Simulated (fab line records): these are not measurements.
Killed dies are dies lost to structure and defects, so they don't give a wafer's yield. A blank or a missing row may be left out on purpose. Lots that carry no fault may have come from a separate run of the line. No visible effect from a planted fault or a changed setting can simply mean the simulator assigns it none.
The same fault as seen by 2 desks / flow gf180mcu / each desk has only its own numbers; what lay behind them comes last

DESK OF THE TOOL OWNER: pvdSputter-01
The tool's own readings at GF_V1_SPUTTER_21 (material Ti, target thk 15 nm, time 80.02 s): means of the sampled wafers that have a number, for each lot that ran on this tool. Any lot whose mean is over 4 standard deviations away from the usual mean is out of limits and marked OUT; that distance is given in the brackets.
Columns: A = throttleValvePct at GF_V1_SPUTTER_21, usual 30.4 %
lot=L107; first seen here=day 18 18:23; A=30.7
lot=L109; first seen here=day 20 03:44; A=30.7
lot=L110; first seen here=day 20 13:15; A=29.9
lot=L114; first seen here=day 21 21:59; A=29.9
lot=L115; first seen here=day 22 13:47; A=30.1
lot=L128; first seen here=day 26 16:41; A=29.8
Finding of this desk: none of the 6 lots has anything out of limits.

FROM THE METROLOGY DESK
Means of the sampled wafers that have a number, per lot and without regard to the tool the lot ran on: this is what the gauges read. Any lot whose mean is over 4 standard deviations away from the usual mean is out of limits and marked OUT; that distance is given in the brackets.
Columns: A = MIM_ALCU_RS at GF_MIM_RS_MEAS_10, usual 0.1605 ohm/sq; B = V5_OVL at GF_V5_OVL_MEAS_15, usual 3 nm
lot=L106; first seen here=day 25 00:02; A=0.1587; B=6
lot=L107; first seen here=day 25 04:13; A=0.1612; B=1
lot=L109; first seen here=day 26 08:41; A=0.1578; B=1
lot=L110; first seen here=day 26 18:37; A=0.1593; B=-5
lot=L111; first seen here=day 27 06:52; A=0.1588; B=13
lot=L114; first seen here=day 27 21:23; A=0.1601; B=7
lot=L116; first seen here=day 28 05:44; A=0.1601; B=9
lot=L115; first seen here=day 28 12:01; A=0.1623; B=8
lot=L119; first seen here=day 29 03:43; A=0.1651; B=-3
lot=L120; first seen here=day 29 12:52; A=0.1632; B=8
lot=L123; first seen here=day 30 09:01; A=0.1622; B=5
lot=L125; first seen here=day 31 02:37; A=0.1625; B=-6
lot=L128; first seen here=day 31 22:25; A=0.1619; B=2
Finding of this desk: none of the 13 lots has anything out of limits.

BROUGHT TOGETHER
Nothing out of limits was seen by the tool owner's desk.
The metrology desk saw nothing out of limits.

WHAT THE SIMULATOR PUT IN
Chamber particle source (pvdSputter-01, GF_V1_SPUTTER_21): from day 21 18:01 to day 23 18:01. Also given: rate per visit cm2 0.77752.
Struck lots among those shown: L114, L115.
